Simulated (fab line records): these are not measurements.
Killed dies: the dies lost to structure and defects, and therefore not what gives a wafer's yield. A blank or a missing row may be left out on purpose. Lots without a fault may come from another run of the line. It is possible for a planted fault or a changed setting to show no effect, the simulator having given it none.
Which tool was responsible? ; flow sky130 ; 10 lots, 29 wafers sampled, at 7 steps of a route of 708

== WHAT THE GAUGES SHOWED, per wafer ==
SKY_CAP2M_THK_MEAS_04: measures by xrf.
lot;measured;on;CAP2M_TIN_THK (nm)
L857;day 40 06:34;film-metro-02;207.2 204.6 203.7
L859;day 41 07:15;film-metro-02;207.3 203.0 204.7
L862;day 41 11:02;film-metro-02;206.7 205.8 204.9
L864;day 41 21:13;film-metro-03;201.8 199.4 199.5
L867;day 43 00:31;film-metro-03;203.0 204.4 200.6
L869;day 43 11:11;film-metro-03;203.1 203.9 202.8
L871;day 43 22:23;film-metro-02;204.8 203.9
L875;day 44 21:03;film-metro-03;203.2 203.2 203.8
L877;day 45 06:58;film-metro-02;201.0 197.9 197.9
L879;day 46 00:19;film-metro-02;205.6 205.9 207.1

SKY_METAL5_RS_MEAS_05: the measuring method here is four-point-probe.
lot;measured;on;METAL5_ALCU_RS (ohm/sq)
L857;day 43 08:18;film-metro-04;0.0270 0.0272 0.0271
L859;day 44 07:52;film-metro-04;0.0266 0.0276 0.0275
L862;day 44 11:16;film-metro-04;0.0273 0.0271 0.0263
L864;day 44 21:02;film-metro-01;0.0273 0.0273 0.0265
L867;day 45 22:59;film-metro-03;0.0275 0.0273 0.0265
L869;day 46 08:08;film-metro-03;0.0272 0.0271 0.0266
L871;day 46 17:10;film-metro-04;0.0320 0.0318
L875;day 47 14:31;film-metro-01;0.0271 0.0267 0.0268
L877;day 48 00:14;film-metro-01;0.0272 0.0275 0.0270
L879;day 48 15:32;film-metro-04;0.0270 0.0276 0.0272

SKY_METAL5_THK_MEAS_06: measures by xrf.
lot;measured;on;METAL5_ALCU_THK (nm)
L857;day 43 08:25;film-metro-04;1187 1174 1181
L859;day 44 07:59;film-metro-04;1208 1160 1165
L862;day 44 11:23;film-metro-04;1174 1180 1223
L864;day 44 21:10;film-metro-01;1159 1155 1199
L867;day 45 23:06;film-metro-03;1154 1161 1198
L869;day 46 08:14;film-metro-03;1158 1156 1186
L871;day 46 17:17;film-metro-04;1022 1024
L875;day 47 14:38;film-metro-01;1176 1186 1182
L877;day 48 00:21;film-metro-01;1170 1151 1174
L879;day 48 15:38;film-metro-04;1180 1149 1173

SKY_PASSIVATION_THK_MEAS_01.
lot;measured;on;PASSIVATION_CVD_00_THK (nm)
L857;day 44 07:16;film-metro-02;88.6 91.0 90.4
L859;day 45 06:38;film-metro-02;88.2 87.9 89.1
L862;day 45 09:50;film-metro-01;89.9 91.2 90.6
L864;day 45 19:15;film-metro-03;89.8 88.1 88.5
L867;day 46 20:17;film-metro-03;90.5 89.4 91.1
L869;day 47 05:34;film-metro-02;89.1 88.6 89.9
L871;day 47 13:54;film-metro-02;89.4 90.6
L875;day 48 10:53;film-metro-03;90.4 89.6 89.5
L877;day 48 20:18;film-metro-02;89.4 90.8 91.2
L879;day 49 10:03;film-metro-01;89.7 92.1 90.3

== EACH LOT AND THE TOOL THAT RAN IT (in order: tool; ch and the chambers of the sampled wafers; start) ==
lot;SKY_CAP2M_STRIP_14;SKY_METAL5_SPUTTER_02;SKY_METAL5_METAL_ETCH_15
L857;plasma-asher-04 ch 0,1, day 41 06:13;pvd-sputter-03, day 43 08:11;rie-metal-04 ch 0,1, day 44 06:22
L859;plasma-asher-02 ch 0,1, day 42 06:56;pvd-sputter-04, day 44 07:44;rie-metal-01 ch 0,1, day 45 05:42
L862;plasma-asher-03 ch 0,1, day 42 09:56;pvd-sputter-04, day 44 11:09;rie-metal-04 ch 0,1, day 45 08:59
L864;plasma-asher-04 ch 0,1, day 42 20:20;pvd-sputter-04, day 44 20:55;rie-metal-04 ch 0,1, day 45 18:23
L867;plasma-asher-02 ch 0,1, day 43 23:14;pvd-sputter-04, day 45 22:41;rie-metal-01 ch 0,1, day 46 19:26
L869;plasma-asher-02 ch 0,1, day 44 09:20;pvd-sputter-04, day 46 07:59;rie-metal-04 ch 0,1, day 47 04:43
L871;plasma-asher-04 ch 1, day 44 19:56;pvd-sputter-04, day 46 17:04;rie-metal-03 ch 0,1, day 47 13:03
L875;plasma-asher-02 ch 0,1, day 45 17:47;pvd-sputter-02, day 47 14:23;rie-metal-04 ch 0,1, day 48 10:01
L877;plasma-asher-04 ch 1, day 46 04:13;pvd-sputter-03, day 48 00:06;rie-metal-03 ch 0,1, day 48 19:24
L879;plasma-asher-02 ch 0,1, day 46 21:08;pvd-sputter-02, day 48 15:23;rie-metal-01 ch 0,1, day 49 09:11
- SKY_CAP2M_STRIP_14: strips in O2/N2.
- SKY_METAL5_SPUTTER_02: material AlCu, target thk 1150 nm, time 61.2 s.
- SKY_METAL5_METAL_ETCH_15: etches the open film in Cl2/BCl3, stops on SiO2, target depth 1260 nm, time 252 s.

== AS READ BY THE TOOLS THEMSELVES (means over the sampled wafers that have a number; for cases with no such wafer, the mark the record gives instead) ==
SKY_CAP2M_STRIP_14.
lot;tool;drypump-motor-current-A (A);oes-product-au (a.u.);strip-time-to-endpoint-s (s)
L857;plasma-asher-04;5.3;0.710;12.63
L859;plasma-asher-02;5.7;0.714;12.64
L862;plasma-asher-03;5.9;0.710;12.65
L864;plasma-asher-04;5.1;0.711;12.63
L867;plasma-asher-02;5.4;0.714;12.65
L869;plasma-asher-02;5.4;0.710;12.62
L871;plasma-asher-04;4.9;0.714;12.68
L875;plasma-asher-02;5.7;0.711;12.70
L877;plasma-asher-04;4.9;0.713;12.58
L879;plasma-asher-02;5.6;0.709;12.67

SKY_METAL5_SPUTTER_02.
lot;tool;throttle-valve-pct (%)
L857;pvd-sputter-03;30.6
L859;pvd-sputter-04;30.6
L862;pvd-sputter-04;31.5
L864;pvd-sputter-04;30.4
L867;pvd-sputter-04;31.3
L869;pvd-sputter-04;31.5
L871;pvd-sputter-04;30.3
L875;pvd-sputter-02;30.1
L877;pvd-sputter-03;30.2
L879;pvd-sputter-02;30.1

SKY_METAL5_METAL_ETCH_15.
lot;tool;drypump-motor-current-A (A);oes-product-au (a.u.);throttle-valve-pct (%)
L857;rie-metal-04;6.2;0.894;22.265
L859;rie-metal-01;5.6;0.895;22.259
L862;rie-metal-04;6.3;0.894;22.264
L864;rie-metal-04;6.3;0.900;22.262
L867;rie-metal-01;5.6;0.899;22.270
L869;rie-metal-04;6.2;0.892;22.266
L871;rie-metal-03;5.2;0.843;22.275
L875;rie-metal-04;6.3;0.896;22.265
L877;rie-metal-03;5.2;0.897;22.264
L879;rie-metal-01;5.5;0.894;22.259

== THE ANSWER, worked out from the rows above alone ==
Rule: the lots themselves supply what counts as usual. The widest of any qualifying gaps counts: lots, ordered by their means at a reading, are off when they make up no more than a third of the lots, leave a main group of 4 or more, and stand apart from it by 3 or more times the standard deviation of that group's means. If all means in a main group match to the digits the tables above print for the reading, that group is not used. A lot without any number at a reading at which 4 lots or more have one is off too. Any other lot the step has rows for is counted as sound. After the gauges, taken in route order, come the tools' own readings; for these a lot's mean is taken, as printed above. The first step at which some lot is off is used, and at that step the reading that is off furthest; a lot without a number counts as furthest.
Off: at SKY_METAL5_RS_MEAS_05 (METAL5_ALCU_RS), L871. The main group: mean 0.0271 ohm/sq, standard deviation 0.00014.
A tool fits if, at a process step before that reading, it ran every lot that is off, and no sound lot after the first of them. Not tried: the gauges at SKY_METAL5_RS_MEAS_05; whatever is off there is also off at SKY_METAL5_METAL_ETCH_15, on other tools, and gauge error can't account for it. One fits: SKY_METAL5_SPUTTER_02 on pvd-sputter-04. Its last sound lot is L869 (day 46 07:59), its first lot that is off L871 (day 46 17:04): a fault that began between those two fits.

== WHAT THE SIMULATOR HAD PUT IN ==
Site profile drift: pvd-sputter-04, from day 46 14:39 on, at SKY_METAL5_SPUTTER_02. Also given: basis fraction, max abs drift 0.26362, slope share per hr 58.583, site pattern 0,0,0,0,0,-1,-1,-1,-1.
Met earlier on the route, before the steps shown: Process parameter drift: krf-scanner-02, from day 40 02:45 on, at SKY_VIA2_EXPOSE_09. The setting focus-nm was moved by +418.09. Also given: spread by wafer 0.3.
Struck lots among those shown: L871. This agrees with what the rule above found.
